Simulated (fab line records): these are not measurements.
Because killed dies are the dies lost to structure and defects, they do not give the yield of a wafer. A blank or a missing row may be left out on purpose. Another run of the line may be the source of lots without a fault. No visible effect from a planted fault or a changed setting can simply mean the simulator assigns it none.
What tool caused it? -- flow sky130 -- 6 lots, 18 wafers sampled, at 4 steps of a route of 708

== WHAT THE GAUGES READ, wafer by wafer ==
SKY_CONTACT_THK_MEAS_26: measures by xrf.
lot,measured,on,CONTACT_W_THK (nm)
L933,day 32 02:58,film_metro-03,356 342 353
L940,day 34 16:01,film_metro-03,342 343 345
L946,day 36 07:03,film_metro-04,341 356 344
L949,day 37 15:59,film_metro-03,345 342 350
L951,day 37 18:52,film_metro-03,343 348 346
L954,day 38 19:44,film_metro-03,339 344 347

== EACH LOT AND THE TOOL THAT RAN IT (in order: tool; ch and the chambers of the sampled wafers; start) ==
lot,SKY_LDD_LDN_STRIP_12,SKY_LOCAL_INTERCONNECT_ETCH_13,SKY_LOCAL_INTERCONNECT_STRIP_15
L933,"plasma_asher-04 ch 0,1, day 23 09:10","rie_metal-04 ch 0,1, day 30 21:02","plasma_asher-02 ch 0,1, day 30 21:08"
L940,"plasma_asher-01 ch 0,1, day 26 05:58","rie_metal-01 ch 0,1, day 33 11:33","plasma_asher-02 ch 0,1, day 33 11:40"
L946,"plasma_asher-01 ch 0, day 28 02:20","rie_metal-04 ch 0,1, day 35 03:21","plasma_asher-02 ch 0, day 35 03:28"
L949,"plasma_asher-02 ch 0,1, day 29 11:40","rie_metal-01 ch 0,1, day 36 11:27","plasma_asher-03 ch 0,1, day 36 11:34"
L951,"plasma_asher-02 ch 0,1, day 29 17:36","rie_metal-04 ch 0,1, day 36 14:19","plasma_asher-03 ch 0,1, day 36 14:27"
L954,"plasma_asher-02 ch 0,1, day 30 19:19","rie_metal-01 ch 0,1, day 37 16:19","plasma_asher-03 ch 0,1, day 37 16:27"
- SKY_LDD_LDN_STRIP_12: strips in O2/N2.
- SKY_LOCAL_INTERCONNECT_ETCH_13: etches BARC in N2/H2, stops on SiO2, time 45.9 s, target depth 60 nm.
- SKY_LOCAL_INTERCONNECT_STRIP_15: strips in O2/N2.

== THE ANSWER, worked out from the rows above alone ==
Rule: usual is defined by the lots themselves. Put in order of their means at a reading, lots are off if they are a third of the lots or fewer, leave a main group of 4 or more, and stand apart from it by a gap of 3 or more times the standard deviation of the main group's means; of several such gaps the widest counts. A main group whose means are all the same, to the digits that the tables above print for the reading, isn't used. A lot without any number at a reading at which 4 lots or more have one is off too. Any other lot the step has rows for is counted as sound.
Across all readings shown, no lot is off: no conclusion can be drawn from this.

== WHAT WAS PUT IN BY THE SIMULATOR ==
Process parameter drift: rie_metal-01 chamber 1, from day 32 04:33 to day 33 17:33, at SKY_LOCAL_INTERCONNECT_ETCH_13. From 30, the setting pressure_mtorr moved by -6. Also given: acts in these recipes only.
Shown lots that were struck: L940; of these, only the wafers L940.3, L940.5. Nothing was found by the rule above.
